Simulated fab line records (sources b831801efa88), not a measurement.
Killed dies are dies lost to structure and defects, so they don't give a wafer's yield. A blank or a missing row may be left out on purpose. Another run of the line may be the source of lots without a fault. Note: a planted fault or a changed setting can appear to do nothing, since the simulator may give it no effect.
What tool caused it? ; flow gf180mcu ; 14 lots, 42 wafers sampled, at 6 steps of a route of 602

WHAT EACH GAUGE READ, for each wafer
GF_NWELL_TW_MEAS_11. Usual: NWELL_TW gives 1580 (standard deviation 9).
lot;measured;on;NWELL_TW;flag
L646;day 3 07:50;film_metro-03;1565 1561 1569;
L647;day 3 13:15;film_metro-02;1585 1578 1583;
L648;day 3 18:02;film_metro-03;1577 1571 1566;
L651;day 4 09:40;film_metro-02;1575 1578 1575;
L652;day 4 16:34;film_metro-02;1580 1592 1578;
L654;day 5 01:56;film_metro-04;1591 1585 1587;
L656;day 5 15:41;film_metro-03;1566 1579 1579;
L659;day 6 10:27;film_metro-02;1581 1588 1583;
L660;day 6 13:18;film_metro-03;1578 1587 1577;
L661;day 6 16:47;film_metro-02;1580 1588 1584;
L666;day 7 22:06;film_metro-02;1592 1587 1582;
L667;day 8 03:47;film_metro-02;1585 1579 1590;
L668;day 8 08:23;film_metro-04;1578 1587 1584;
L669;day 8 12:43;film_metro-04;1587 1585 1580;

GF_MVSD_OVL_MEAS_07. Usual: MVSD_OVL gives 1.3 nm (standard deviation 1.7).
lot;measured;on;MVSD_OVL (nm);flag
L646;day 4 10:33;overlay-01;-0.3 -0.3 -1.7;
L647;day 4 16:07;overlay-02;1.1 0.8 3.7;
L648;day 4 19:54;overlay-02;3.3 2.9 1.4;
L651;day 5 13:28;overlay-02;2.1 1.4 0.6;
L652;day 5 20:14;overlay-01;1.1 1.4 0.6;
L654;day 6 06:21;overlay-02;7.6 4.7 4.6;
L656;day 6 20:39;overlay-01;2.3 0.9 2.3;
L659;day 7 17:37;overlay-02;3.6 -0.6 0.7;
L660;day 7 20:01;overlay-01;-0.8 1.6 1.2;
L661;day 8 00:45;overlay-01;1.2 2.6 2.1;
L666;day 9 07:28;overlay-01;1.6 2.7 1.0;
L667;day 9 12:10;overlay-02;-1.1 1.0 1.2;
L668;day 9 17:21;overlay-02;0.2 1.2 1.8;
L669;day 9 22:26;overlay-02;2.2 2.1 2.5;

GF_HV_LDD_TW_MEAS_38. Usual: HV_LDD_3_TW gives 1445 (standard deviation 9.2).
lot;measured;on;HV_LDD_3_TW;flag
L646;day 11 13:34;film_metro-04;1434 1437 1431;
L647;day 11 17:01;film_metro-04;1433 1438 1429;
L648;day 11 23:40;film_metro-02;1454 1453 1446;
L651;day 12 23:11;film_metro-04;1428 1437 1431;
L652;day 13 10:50;film_metro-02;1439 1444 1442;
L654;day 13 23:25;film_metro-02;1445 1445 1443;
L656;day 14 15:58;film_metro-04;1432 1433 1427;
L659;day 16 00:55;film_metro-02;1453 1458 1455;
L660;day 16 04:07;film_metro-04;1322 1321 1319;OFF
L661;day 16 08:37;film_metro-02;1322 1328 1335;OFF
L666;day 18 07:04;film_metro-04;1454 1457 1456;
L667;day 18 12:34;film_metro-04;1461 1458 1454;
L668;day 18 16:28;film_metro-03;1434 1439 1446;
L669;day 18 23:56;film_metro-02;1453 1446 1457;

GF_HV_LDD_RS_MEAS_53: measurement is done with a four-point probe. Usual: HV_LDD_RS gives 418.6 ohm/sq (standard deviation 0.9).
lot;measured;on;HV_LDD_RS (ohm/sq);flag
L646;day 12 09:02;film_metro-02;417.4 416.9 418.4;
L647;day 12 13:01;film_metro-02;417.3 417.6 418.5;
L648;day 12 20:17;film_metro-03;418.3 419.8 419.3;
L651;day 13 19:43;film_metro-03;418.8 419.4 419.2;
L652;day 14 08:09;film_metro-02;417.5 417.4 418.0;
L654;day 14 20:26;film_metro-02;418.1 419.4 420.1;
L656;day 15 13:15;film_metro-04;418.6 417.6 417.5;
L659;day 16 23:07;film_metro-04;419.6 417.4 418.5;
L660;day 17 02:57;film_metro-03;438.2 437.6 438.3;OFF
L661;day 17 07:44;film_metro-03;439.8 440.1 440.0;OFF
L666;day 19 06:58;film_metro-03;418.4 418.6 419.2;
L667;day 19 13:05;film_metro-03;418.8 418.4 418.6;
L668;day 19 17:08;film_metro-03;418.7 417.8 418.8;
L669;day 20 00:51;film_metro-03;419.0 419.7 419.3;

EACH LOT AND THE TOOL THAT RAN IT (in order: tool; ch and the chambers of the sampled wafers; start)
lot;GF_POLY_GATE_STRIP_14;GF_HV_LDD_IMPLANT_33
L646;plasma_asher-03 ch 0,1, day 9 04:25;implanter-04 ch 0, day 11 12:52
L647;plasma_asher-02 ch 0,1, day 9 09:31;implanter-03 ch 0, day 11 16:20
L648;plasma_asher-02 ch 0,1, day 9 14:31;implanter-02 ch 0, day 11 22:58
L651;plasma_asher-04 ch 0,1, day 10 11:49;implanter-03 ch 0, day 12 22:31
L652;plasma_asher-03 ch 0,1, day 10 22:00;implanter-02 ch 0, day 13 10:11
L654;plasma_asher-03 ch 0,1, day 11 08:43;implanter-04 ch 0, day 13 22:43
L656;plasma_asher-03 ch 0,1, day 12 00:19;implanter-04 ch 0, day 14 15:16
L659;plasma_asher-02 ch 0,1, day 13 06:07;implanter-03 ch 0, day 16 00:14
L660;plasma_asher-03 ch 0,1, day 13 09:02;implanter-03, day 16 03:26
L661;plasma_asher-04 ch 0,1, day 13 13:46;implanter-02, day 16 07:55
L666;plasma_asher-04 ch 0,1, day 15 08:01;implanter-02 ch 0, day 18 06:23
L667;plasma_asher-04 ch 0,1, day 15 14:07;implanter-03 ch 0, day 18 11:52
L668;plasma_asher-02 ch 0,1, day 15 18:13;implanter-02 ch 0, day 18 15:46
L669;plasma_asher-03 ch 0,1, day 16 01:29;implanter-02 ch 0, day 18 23:17
- GF_POLY_GATE_STRIP_14: strips in O2/N2.
- GF_HV_LDD_IMPLANT_33

AS READ BY THE TOOLS THEMSELVES (means over the sampled wafers that have a number; for cases with no such wafer, the mark the record gives instead)
GF_POLY_GATE_STRIP_14. Usual: chamber_pressure_mTorr 1500.0 mTorr, standard deviation 1.5; drypump_motor_current_A 5.9 A, standard deviation 0.41; heater_power_w 327 W, standard deviation 30; o2_flow_sccm 3002 sccm, standard deviation 7.8; oes_product_au 0.505 a.u., standard deviation 0.0046.
lot;tool;chamber_pressure_mTorr (mTorr);drypump_motor_current_A (A);heater_power_w (W);o2_flow_sccm (sccm);oes_product_au (a.u.);flag
L646;plasma_asher-03;1501.1;6.1;325;3007;0.505;
L647;plasma_asher-02;1500.3;5.5;322;3009;0.503;
L648;plasma_asher-02;1499.3;5.7;353;2997;0.505;
L651;plasma_asher-04;1499.9;5.5;308;3003;0.507;
L652;plasma_asher-03;1500.2;6.3;321;2991;0.504;
L654;plasma_asher-03;1500.4;6.1;333;3003;0.507;
L656;plasma_asher-03;1501.3;6.3;317;3006;0.502;
L659;plasma_asher-02;1500.1;5.7;349;3004;0.506;
L660;plasma_asher-03;1501.4;6.3;321;2999;0.506;
L661;plasma_asher-04;1499.5;5.5;336;2997;0.501;
L666;plasma_asher-04;1500.1;5.4;313;3007;0.507;
L667;plasma_asher-04;1501.5;5.5;337;3003;0.509;
L668;plasma_asher-02;1500.3;5.5;325;3003;0.504;
L669;plasma_asher-03;1497.7;6.3;319;2998;0.504;

GF_HV_LDD_IMPLANT_33. Usual: beam_energy_keV 59.997, standard deviation 0.019; beam_on_s 10.03 s, standard deviation 0.22; dose_ions_cm2 7.5e+12, standard deviation 8.3e+09.
lot;tool;beam_energy_keV;beam_on_s (s);dose_ions_cm2;flag
L646;implanter-04;60.012;10.20;7.5e+12;
L647;implanter-03;60.001;9.99;7.5e+12;
L648;implanter-02;59.980;10.06;7.5e+12;
L651;implanter-03;59.998;9.66;7.5e+12;
L652;implanter-02;59.987;10.02;7.5e+12;
L654;implanter-04;60.010;9.94;7.5e+12;
L656;implanter-04;59.992;10.09;7.5e+12;
L659;implanter-03;59.973;10.07;7.5e+12;
L660;implanter-03;-;-;-;OFF
L661;implanter-02;-;-;-;OFF
L666;implanter-02;59.987;10.13;7.5e+12;
L667;implanter-03;60.020;9.93;7.5e+12;
L668;implanter-02;60.023;10.18;7.5e+12;
L669;implanter-02;59.995;10.05;7.5e+12;

THE ANSWER, worked out from the rows above alone
Rule: take the mean of a lot's wafers that have a number; if it is more than 3 standard deviations from the usual mean, the lot is off. A lot without any number at a reading at which 4 lots or more have one is off too. The other lots that the step has rows for count as sound. After the gauges, taken in route order, come the tools' own readings; for these a lot's mean is taken, as printed above. The first step at which some lot is off is used, and at that step the reading that is off furthest; a lot without a number counts as furthest.
Off: at GF_HV_LDD_TW_MEAS_38 (HV_LDD_3_TW), L660, L661.
A tool fits if, at a process step before that reading, it ran every lot that is off, and no sound lot after the first of them. The gauges at GF_HV_LDD_TW_MEAS_38 aren't tried: what is off there is off at GF_HV_LDD_RS_MEAS_53 too, on other tools, and a gauge's error can't cause that. No candidate that was tried fits.

WHAT THE SIMULATOR HAD PUT IN
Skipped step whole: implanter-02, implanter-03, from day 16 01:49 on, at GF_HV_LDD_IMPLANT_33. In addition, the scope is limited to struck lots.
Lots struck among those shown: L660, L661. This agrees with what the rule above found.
